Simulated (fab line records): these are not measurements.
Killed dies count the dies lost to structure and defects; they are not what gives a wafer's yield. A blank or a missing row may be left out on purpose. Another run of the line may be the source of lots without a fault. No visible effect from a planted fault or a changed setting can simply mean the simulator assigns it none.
Struck lot and sound lot, side by side :: flow sfqLine :: 13 out of 325 route steps
Sound: the wafers L227.2, L227.3, L227.5. Struck: wafer L222.2. (L222.3, L222.6 of the same lot were not struck and are left out.) The cause comes at the end.
For every step that has rows: the tool of each side, followed by ch and its chambers, followed by its first start. Under that, the readings that differ: sound wafers :: struck wafers :: difference of the means :: sigmas: that difference in standard deviations of wafers without a fault.
alike: readings whose means differ by less than 2 such deviations, and words and numbers that are the same on both sides. not compared: withheld readings, readings that some wafer has no value for, bounds like >300 that may hide the same value, and numbers for which the record gives no deviation and whose values overlap.
A row with sigmas, a row that says differs or no value, or rows on one side alone: a step with any of these is where the two part. Non-overlapping numbers with no deviation appear without sigmas and do not part them. A reading missing from all wafers of one side parts the sides only when that side holds two or more wafers.

SFQ_TRILAYER_JJ_TRILAYER_DEP_SPUTTER_112: material Nb, target thk 170 nm, time 113.3 s.
  sound on pvdSputter-03, day 67 14:06; struck on pvdSputter-06, day 64 19:29
  alike: throttleValvePct
SFQ_JJ_RS_MEAS_929: a four-point-probe measurement.
  sound on filmMetro-01, day 67 14:12; struck on filmMetro-02, day 64 19:35
reading: JJ_NB_RS (ohm/sq)
sound: 1.019 1.021 1.027
struck: 1.076
difference: +0.054
sigmas: +4
then, 6 steps without rows for these wafers: SFQ_TRILAYER_JJ_CE_LITHO_COAT_119 (resist thk 62 nm); SFQ_TRILAYER_JJ_CE_LITHO_COAT_114 (resist thk 600 nm); SFQ_TRILAYER_JJ_CE_LITHO_SOFTBAKE_118; SFQ_TRILAYER_JJ_CE_LITHO_EXPOSE_115 (exposes mask J5, target cd 700 nm); SFQ_TRILAYER_JJ_CE_LITHO_PEB_117 (peb time 60 s); SFQ_TRILAYER_JJ_CE_LITHO_DEVELOP_116 (time 60 s).
SFQ_JJ_OVL_MEAS_931:
  sound on overlay-01, day 67 16:37; struck on overlay-02, day 64 22:00
  alike: J5_OVL
SFQ_TRILAYER_JJ_CE_METRO_MEASURE_117:
  sound on cdSem-01, day 67 16:50; struck on cdSem-01, day 64 22:14
  alike: cdNm
SFQ_TRILAYER_JJ_CE_BARC_OPEN_RIE_150: chemistry O2, target BARC, target depth 240 nm, time 80 s.
  sound on rieMetal-02 ch 0,1, day 67 17:50; struck on rieMetal-04 ch 0, day 64 23:14
  alike: drypumpMotorCurrentA, oesProductAu
  not compared: rfHoursCounterH
SFQ_TRILAYER_JJ_CE_ETCH_RIE_118: chemistry SF6, target Nb, stops on Al2O3, time 97.7 s, target depth 170 nm.
  sound on rieMetal-02 ch 0,1, day 67 17:56; struck on rieMetal-04 ch 0, day 64 23:19
reading: oesProductAu (a.u.)
sound: 0.995 0.994 0.989
struck: 0.925
difference: -0.068
sigmas: -10

reading: overEtchFrac
sound: 0.15 0.15 0.15
struck: 0.274
difference: +0.124
sigmas: 

reading: model.KrF_of_TRILAYER_JJ_CE_LITHO_COAT_114.thkNm (nm)
sound: 478.3 476.2 478.6
struck: 465.1
difference: -12.6
sigmas: 
  alike: drypumpMotorCurrentA
  not compared: rfHoursCounterH
next, for these wafers, 1 step has no rows: SFQ_TRILAYER_JJ_ANODIZE_ANODIZE_119.

== WHERE THEY PART ==
Earliest at SFQ_JJ_RS_MEAS_929; latest, in this record, at SFQ_TRILAYER_JJ_CE_ETCH_RIE_118.

WHY: whatever the simulator had introduced
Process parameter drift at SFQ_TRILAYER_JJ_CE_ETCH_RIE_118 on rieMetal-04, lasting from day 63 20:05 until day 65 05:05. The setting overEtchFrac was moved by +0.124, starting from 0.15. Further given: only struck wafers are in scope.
